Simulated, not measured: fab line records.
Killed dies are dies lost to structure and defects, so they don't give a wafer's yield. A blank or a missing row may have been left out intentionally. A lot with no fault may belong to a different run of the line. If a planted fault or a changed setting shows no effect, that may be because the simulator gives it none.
Matching of chambers ; flow sky130 ; 4 sister chambers for SKY_POLY_GATE_ETCH_17 on rie-si-01
The step etches poly-Si in HBr/Cl2, stops on SiO2, target depth 180 nm, time 67.32 s. 4 wafers are shown with their chamber, then 7 later ones without.

WAFERS PAIRED WITH THEIR CHAMBERS
wafer;chamber;he-backside-leak-sccm (sccm)
L631.2;2;2.93
L631.5;0;2.72
L641.2;3;3.00
L641.4;1;2.39

WAFERS WITH NO CHAMBER GIVEN
wafer;he-backside-leak-sccm (sccm)
L641.5;2.82
L643.3;3.12
L643.5;2.87
L643.6;2.37
L646.2;2.36
L646.3;2.94
L646.4;2.91

EACH ONE'S CHAMBER
wafer;from the rows above;in truth
L641.5;can't be placed: 0 or 2 or 3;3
L643.3;can't be placed: 3 or 2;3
L643.5;can't be placed: 2 or 3 or 0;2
L643.6;1;1
L646.2;1;1
L646.3;can't be placed: 2 or 3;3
L646.4;can't be placed: 2 or 3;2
Correctly placed: 2 of 7. Can't be placed from these rows: 5 (the true chamber is among the candidates in 5). Wrongly placed: 0.
How it was worked out, from the rows above alone: a wafer's distance from a chamber is the root of the sum, over the readings, of the square of ((its reading less the chamber's mean) divided by the reading's scatter). If the next closest chamber is less than 2 further off than the closest, the wafer can't be placed; otherwise it belongs to the closest. For every chamber, the mean is computed from those of its wafers that are shown. The scatter: root of mean squared gap, hidden wafer to nearest shown wafer, with one shown wafer a chamber.
